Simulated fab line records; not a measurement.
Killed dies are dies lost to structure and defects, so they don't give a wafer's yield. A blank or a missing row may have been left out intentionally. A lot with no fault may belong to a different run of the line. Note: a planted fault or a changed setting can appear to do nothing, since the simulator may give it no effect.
The tool behind it: which one?	flow sky130	14 lots with 42 wafers sampled at 5 steps, on a route of 708 steps

## WHAT THE GAUGES SHOWED, per wafer
SKY_SONOS_ONO_THK_MEAS_03.
lot	measured	on	SONOS_ONO_CVD_02_THK (nm)
L822	day 11 17:02	film_metro-03	10.58 10.53 10.53
L823	day 11 21:13	film_metro-04	10.69 10.80 10.79
L824	day 12 08:38	film_metro-02	10.38 10.44 10.37
L825	day 12 15:17	film_metro-03	10.75 10.74 10.88
L826	day 12 15:18	film_metro-02	10.70 10.65 10.60
L827	day 13 11:50	film_metro-02	10.49 10.61 10.51
L828	day 13 14:20	film_metro-03	10.58 10.50 10.74
L829	day 14 03:36	film_metro-03	10.48 10.36 10.44
L833	day 15 11:31	film_metro-04	10.43 10.41 10.60
L835	day 15 18:49	film_metro-03	10.36 10.43 10.37
L836	day 16 06:42	film_metro-04	10.70 10.68 10.51
L837	day 16 17:20	film_metro-04	10.47 10.52 10.43
L844	day 18 17:19	film_metro-03	10.79 10.93 10.83
L845	day 19 07:06	film_metro-04	10.66 10.61 10.62

SKY_GATE_OXIDE_TW_MEAS_14.
lot	measured	on	GATE_OXIDE_TW
L822	day 13 23:45	film_metro-03	226.5 225.6 225.5
L823	day 14 03:56	film_metro-01	227.1 225.3 226.1
L824	day 14 17:14	film_metro-03	225.3 225.7 226.4
L825	day 14 22:51	film_metro-02	222.5 223.2 222.2
L826	day 14 23:01	film_metro-01	226.8 226.5 228.1
L827	day 15 22:04	film_metro-03	225.8 225.9 225.8
L828	day 16 01:35	film_metro-02	221.5 223.1 223.0
L829	day 16 14:17	film_metro-02	222.5 223.0 222.1
L833	day 18 01:11	film_metro-03	224.1 224.7 224.3
L835	day 18 09:11	film_metro-01	225.9 225.1 227.5
L836	day 18 22:13	film_metro-03	224.4 224.3 223.7
L837	day 19 08:37	film_metro-03	224.5 224.0 225.4
L844	day 21 10:38	film_metro-03	224.9 224.8 224.2
L845	day 22 00:20	film_metro-02	223.1 222.4 221.8

SKY_POLY_CUT_CD_MEAS_08: target cd 270 nm.
lot	measured	on	cd_nm (nm)
L822	day 24 10:45	cd_sem-02	270.1 270.6 269.6
L823	day 24 15:36	cd_sem-01	271.1 270.4 270.9
L824	day 25 04:15	cd_sem-02	270.1 271.2 270.6
L825	day 25 10:57	cd_sem-02	271.2 272.1 271.8
L826	day 25 10:40	cd_sem-02	268.8 266.7 267.0
L827	day 26 09:42	cd_sem-02	272.8 272.1 272.8
L828	day 26 14:09	cd_sem-02	270.3 272.2 271.1
L829	day 27 01:51	cd_sem-02	269.4 268.8 269.5
L833	day 28 09:47	cd_sem-02	271.6 270.5 270.6
L835	day 28 22:17	cd_sem-02	270.7 271.2 271.3
L836	day 29 07:38	cd_sem-02	270.0 270.0 271.7
L837	day 29 18:12	cd_sem-02	270.6 271.1 271.2
L844	day 31 16:42	cd_sem-02	271.5 271.5 272.5
L845	day 32 05:19	cd_sem-02	268.3 269.4 268.2

## EACH LOT AND THE TOOL THAT RAN IT (in order: tool; ch and the chambers of the sampled wafers; start)
lot	SKY_VT_ADJUST_PCH_COAT_02	SKY_VT_ADJUST_PCH_STRIP_09
L822	litho_track-02 ch 0, day 9 23:39	plasma_asher-03 ch 1, day 10 11:34
L823	litho_track-01 ch 0, day 10 05:43	plasma_asher-02 ch 0,1, day 10 17:05
L824	litho_track-04 ch 0, day 10 15:37	plasma_asher-02 ch 0,1, day 11 04:21
L825	litho_track-02 ch 0, day 10 20:30	plasma_asher-02 ch 0,1, day 11 09:23
L826	litho_track-04 ch 0, day 10 22:12	plasma_asher-04 ch 0,1, day 11 10:20
L827	litho_track-01 ch 0, day 11 16:13	plasma_asher-02 ch 0,1, day 12 04:52
L828	litho_track-04 ch 0, day 11 20:19	plasma_asher-02 ch 0,1, day 12 10:13
L829	litho_track-04 ch 0, day 12 07:25	plasma_asher-03 ch 0,1, day 12 20:31
L833	litho_track-02 ch 0, day 13 13:54	plasma_asher-02 ch 0,1, day 14 02:32
L835	litho_track-01 ch 0, day 13 22:50	plasma_asher-02 ch 0,1, day 14 12:10
L836	litho_track-04 ch 0, day 14 10:40	plasma_asher-04 ch 0,1, day 15 00:17
L837	litho_track-04 ch 0, day 14 20:16	plasma_asher-02 ch 0,1, day 15 09:25
L844	litho_track-01 ch 0, day 16 17:04	plasma_asher-02 ch 0,1, day 17 08:23
L845	litho_track-02 ch 0, day 17 06:37	plasma_asher-02 ch 0,1, day 17 21:18
- SKY_VT_ADJUST_PCH_COAT_02: resist thk 3000 nm.
- SKY_VT_ADJUST_PCH_STRIP_09: strips in O2/N2.

## WHAT THE TOOLS THEMSELVES READ (means of the sampled wafers that have a number; where no wafer has one, the mark that the record gives instead)
SKY_VT_ADJUST_PCH_COAT_02.
lot	tool	dispense_pressure_kPa (kPa)	exhaust_pa (Pa)	spin_speed_rpm (rpm)
L822	litho_track-02	52.6	45.4	1999.8
L823	litho_track-01	51.0	44.5	1999.5
L824	litho_track-04	50.7	45.8	1999.9
L825	litho_track-02	52.6	44.4	2001.9
L826	litho_track-04	50.7	45.2	1998.8
L827	litho_track-01	51.0	45.9	1999.5
L828	litho_track-04	50.7	44.9	1999.2
L829	litho_track-04	50.7	44.9	2000.2
L833	litho_track-02	52.6	44.5	1999.7
L835	litho_track-01	50.9	44.9	2000.4
L836	litho_track-04	50.7	44.9	2435.1
L837	litho_track-04	50.7	45.2	2435.6
L844	litho_track-01	50.9	45.7	2001.0
L845	litho_track-02	52.6	45.0	1999.2

SKY_VT_ADJUST_PCH_STRIP_09.
lot	tool	chamber_pressure_mTorr (mTorr)	drypump_motor_current_A (A)	n2_flow_sccm (sccm)	oes_product_au (a.u.)	strip_time_to_endpoint_s (s)
L822	plasma_asher-03	1499.5	5.9	300.8	0.723	37.09
L823	plasma_asher-02	1500.0	5.4	300.3	0.721	36.96
L824	plasma_asher-02	1499.5	5.3	300.0	0.718	36.82
L825	plasma_asher-02	1500.5	5.4	299.9	0.724	36.81
L826	plasma_asher-04	1499.8	5.7	299.3	0.722	36.98
L827	plasma_asher-02	1500.4	5.3	298.9	0.727	36.99
L828	plasma_asher-02	1500.5	5.1	300.0	0.728	36.79
L829	plasma_asher-03	1500.4	6.0	299.1	0.720	36.73
L833	plasma_asher-02	1500.2	5.3	299.5	0.720	36.95
L835	plasma_asher-02	1500.9	5.3	299.9	0.727	36.80
L836	plasma_asher-04	1503.6	5.7	299.5	0.723	33.52
L837	plasma_asher-02	1499.2	5.2	299.8	0.721	33.59
L844	plasma_asher-02	1499.8	5.4	300.3	0.725	37.02
L845	plasma_asher-02	1500.1	5.1	300.3	0.716	36.93

## THE ANSWER, worked out from the rows above alone
Rule: what is usual is taken from the lots themselves. The widest of any qualifying gaps counts: lots, ordered by their means at a reading, are off when they make up no more than a third of the lots, leave a main group of 4 or more, and stand apart from it by 3 or more times the standard deviation of that group's means. A main group whose means are all the same, to the digits that the tables above print for the reading, isn't used. Also off: a lot with no number at a reading for which 4 or more lots have one. Any other lot the step has rows for is counted as sound. After the gauges, taken in route order, come the tools' own readings; for these a lot's mean is taken, as printed above. The first step at which some lot is off is used, and at that step the reading that is off furthest; a lot without a number counts as furthest.
Off: L836, L837, at SKY_VT_ADJUST_PCH_COAT_02 (spin_speed_rpm). The main group: mean 1999.9 rpm, standard deviation 0.82.
If a tool, at that step or one of the process steps before it, ran each lot that is off and ran no sound lot following the first of them, it fits. One candidate fits, namely litho_track-04 at SKY_VT_ADJUST_PCH_COAT_02. Its last sound lot is L829 (day 12 07:25), its first lot that is off L836 (day 14 10:40): a fault that began between those two fits.
The tool's own readings at SKY_VT_ADJUST_PCH_COAT_02 bear it out: on the lots that are off they differ by more than 5 times the standard deviation of the sound lots' means. spin_speed_rpm reads 2435.3 rpm there against 1999.9 rpm on the sound lots.

## WHAT THE SIMULATOR HAD INSERTED
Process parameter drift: litho_track-04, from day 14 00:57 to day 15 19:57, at SKY_VT_ADJUST_PCH_COAT_02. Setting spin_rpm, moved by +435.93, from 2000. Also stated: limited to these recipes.
Lots struck among those shown: L836, L837. The rule given above showed the same thing.
